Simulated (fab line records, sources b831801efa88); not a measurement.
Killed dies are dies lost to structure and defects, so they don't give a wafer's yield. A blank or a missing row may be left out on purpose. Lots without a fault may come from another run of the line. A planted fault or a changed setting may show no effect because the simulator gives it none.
Split-lot experiment | flow sky130 | 5 lots, 23 wafers read, on a route of 708 steps

THE SPLIT
At SKY_LOCAL_INTERCONNECT_SPUTTER_00 (material TiN, target thk 100 nm, time 83.3 s), the setting time_s was moved away from the recipe's 83.3 s on 11 of the 23 wafers read, by -14.9% to +7.5%. The other wafers ran this setting at the recipe's value.

FROM THE SPLIT TO THE READING: what the file shows between them, 3 steps
- SKY_LOCAL_INTERCONNECT_RS_MEAS_01: measures by four-point-probe
- SKY_LOCAL_INTERCONNECT_THK_MEAS_02: measures by xrf
- SKY_LOCAL_INTERCONNECT_ETCH_13: etches BARC in N2/H2, stops on SiO2, time 45.9 s, target depth 60 nm (also split here: pressure_mtorr)

THE READING
oes_product_au, in a.u., at SKY_LOCAL_INTERCONNECT_METAL_ETCH_14 (etches TiN in Cl2/BCl3, stops on PSG, target depth 110 nm, time 31.4 s). Fault-free wafers of this fab line usually give 0.942 a.u., standard deviation 0.0086 a.u..

wafer  | tool, chamber at the split | time_s as run, s | against the recipe | oes_product_au, a.u. | against lot-mates on the recipe
L074.1 | pvd_sputter-03, -          | 72.56            | -12.9%             | 0.862                | -0.067
L074.2 | pvd_sputter-03, -          | 83.3             | recipe             | 0.930                | -
L074.3 | pvd_sputter-03, -          | 72.56            | -12.9%             | 0.848                | -0.081
L074.4 | pvd_sputter-03, -          | 83.3             | recipe             | 0.928                | -
L074.6 | pvd_sputter-03, -          | 72.56            | -12.9%             | 0.856                | -0.073
L077.1 | pvd_sputter-04, -          | 83.3             | recipe             | 0.957                | -
L077.2 | pvd_sputter-04, -          | 70.87            | -14.9%             | 0.859                | -0.097
L077.4 | pvd_sputter-04, -          | 70.87            | -14.9%             | 0.864                | -0.092
L077.5 | pvd_sputter-04, -          | 83.3             | recipe             | 0.955                | -
L077.6 | pvd_sputter-04, -          | 83.3             | recipe             | 0.957                | -
L081.1 | pvd_sputter-02, -          | 83.3             | recipe             | 0.938                | -
L081.2 | pvd_sputter-02, -          | 83.3             | recipe             | 0.955                | -
L081.3 | pvd_sputter-02, -          | 79.9             | -4.1%              | 0.918                | -0.028
L081.4 | pvd_sputter-02, -          | 79.9             | -4.1%              | 0.920                | -0.026
L081.5 | pvd_sputter-02, -          | 79.9             | -4.1%              | 0.915                | -0.031
L084.2 | pvd_sputter-04, -          | 83.3             | recipe             | 0.943                | -
L084.3 | pvd_sputter-04, -          | 89.54            | +7.5%              | 0.978                | +0.026
L084.4 | pvd_sputter-04, -          | 83.3             | recipe             | 0.960                | -
L084.5 | pvd_sputter-04, -          | 89.54            | +7.5%              | 0.986                | +0.034
L084.6 | pvd_sputter-04, -          | 89.54            | +7.5%              | 0.995                | +0.043
L085.1 | pvd_sputter-02, -          | 83.3             | recipe             | 0.943                | -
L085.3 | pvd_sputter-02, -          | 83.3             | recipe             | 0.938                | -
L085.6 | pvd_sputter-02, -          | 83.3             | recipe             | 0.952                | -

THE FIT
A straight line over all 23 wafers: oes_product_au changes by +0.00618 a.u. for each +1% of time_s; r = +0.97; the points scatter about the line by 0.01 a.u..
The same after taking each lot's own level away (the mean of its wafers on the recipe; 23 wafers): +0.00574 a.u. for each +1%; r = +0.99; scatter 0.0068 a.u..
On that fit, the largest move of time_s shifts the reading by 0.086 a.u..
The lots' own levels span 0.9290 to 0.9563 a.u., that is 3.2 times the standard deviation above.
So the lot-to-lot level changes the slope little: the two slopes agree.
Check: with one of the wafers moved furthest among these (-14.9%) left out of the fit, the line predicts -0.0859 a.u. for it against its lot-mates. It came out at -0.0973 a.u. against them.

OTHER SPLITS ON THESE WAFERS
These wafers also went through other splits before the reading. Each is held against what the fit with the lots' levels taken away leaves over:
other split on the same wafers                | wafers away from the commonest value | r with oes_product_au (lot level and that fit taken away)
SKY_SD_N_EXPOSE_04 dose_mj                    | 6                                    | +0.13
SKY_SD_N_IMPLANT_09 energy_kev                | 10                                   | -0.26
SKY_LI_CONTACT_CMP_02 leave_above_ref_nm      | 8                                    | -0.14
SKY_LI_CONTACT_COAT_07 resist_thk_nm          | 6                                    | -0.29
SKY_LI_CONTACT_SPUTTER_20 chamber_pressure_pa | 18                                   | +0.24
SKY_LOCAL_INTERCONNECT_ETCH_13 pressure_mtorr | 5                                    | +0.19

THE WHOLE CHAIN: every reading that the file lists as answering this split, in the file's order
step                                 | what it does                                                           | reading                                                                                      | change (the file's fit)                   | r (the file's)
SKY_LOCAL_INTERCONNECT_SPUTTER_00    | material TiN, target thk 100 nm, time 83.3 s                           | TiN_of_LOCAL_INTERCONNECT_SPUTTER_00.thk_nm (the simulator's own value, which no gauge read) | +1.03 nm for each +1% of the setting      | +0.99
SKY_LOCAL_INTERCONNECT_RS_MEAS_01    | measures by four-point-probe                                           | LOCAL_INTERCONNECT_TIN_RS                                                                    | -0.173 for each +1% of the setting        | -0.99
SKY_LOCAL_INTERCONNECT_THK_MEAS_02   | measures by xrf                                                        | LOCAL_INTERCONNECT_TIN_THK                                                                   | +1.03 for each +1% of the setting         | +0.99
SKY_LOCAL_INTERCONNECT_METAL_ETCH_14 | etches TiN in Cl2/BCl3, stops on PSG, target depth 110 nm, time 31.4 s | oes_product_au                                                                               | +0.00594 a.u. for each +1% of the setting | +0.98

THE FILE'S OWN FIT
oes_product_au changes by +0.00594 a.u. for each +1% of time_s, r = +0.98.
